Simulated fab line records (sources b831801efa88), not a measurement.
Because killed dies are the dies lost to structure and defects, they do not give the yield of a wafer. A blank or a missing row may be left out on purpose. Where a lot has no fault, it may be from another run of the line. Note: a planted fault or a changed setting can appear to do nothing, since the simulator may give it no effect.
Which tool is to blame? / flow sky130 / 21 wafers from 7 lots sampled at 2 of the route's 708 steps

## WHAT THE GAUGES READ, wafer by wafer
SKY_CAPM_THK_MEAS_01.
lot=L263; measured=day 37 02:46; on=film-metro-01; CAPM_CVD_00_THK (nm)=15.8 15.5 15.9
lot=L266; measured=day 37 17:58; on=film-metro-01; CAPM_CVD_00_THK (nm)=15.2 15.8 15.8
lot=L267; measured=day 38 19:22; on=film-metro-01; CAPM_CVD_00_THK (nm)=15.6 15.6 15.9
lot=L272; measured=day 40 06:50; on=film-metro-03; CAPM_CVD_00_THK (nm)=15.2 15.5 15.4
lot=L276; measured=day 40 18:34; on=film-metro-03; CAPM_CVD_00_THK (nm)=14.7 15.0 15.4
lot=L278; measured=day 41 14:56; on=film-metro-01; CAPM_CVD_00_THK (nm)=15.0 15.5 15.6
lot=L282; measured=day 42 09:20; on=film-metro-01; CAPM_CVD_00_THK (nm)=15.5 14.9 15.2

## WHAT TOOL EACH LOT RAN ON (gives the tool, then ch and the chambers of the sampled wafers, and finally the start)
lot=L263; SKY_CAPM_CVD_00=pecvd-01 ch 1,2, day 37 02:44
lot=L266; SKY_CAPM_CVD_00=pecvd-01 ch 1,2, day 37 17:55
lot=L267; SKY_CAPM_CVD_00=pecvd-02 ch 0,1,2, day 38 19:20
lot=L272; SKY_CAPM_CVD_00=pecvd-02 ch 0,1,2, day 40 06:49
lot=L276; SKY_CAPM_CVD_00=pecvd-03 ch 0,2, day 40 18:33
lot=L278; SKY_CAPM_CVD_00=pecvd-03 ch 0,2, day 41 14:55
lot=L282; SKY_CAPM_CVD_00=pecvd-03 ch 0,2, day 42 09:18
- SKY_CAPM_CVD_00: deposits SiO2, target thk 15.5 nm.

## THE ANSWER, worked out from the rows above alone
Rule: what is usual is taken from the lots themselves. Put in order of their means at a reading, lots are off if they are a third of the lots or fewer, leave a main group of 4 or more, and stand apart from it by a gap of 3 or more times the standard deviation of the main group's means; of several such gaps the widest counts. Not used: any main group whose means are identical at the precision the tables above print for the reading. A lot without any number at a reading at which 4 lots or more have one is off too. The other lots that the step has rows for count as sound.
Across all readings shown, no lot is off: no conclusion can be drawn from this.

## WHAT HAD BEEN PUT IN BY THE SIMULATOR
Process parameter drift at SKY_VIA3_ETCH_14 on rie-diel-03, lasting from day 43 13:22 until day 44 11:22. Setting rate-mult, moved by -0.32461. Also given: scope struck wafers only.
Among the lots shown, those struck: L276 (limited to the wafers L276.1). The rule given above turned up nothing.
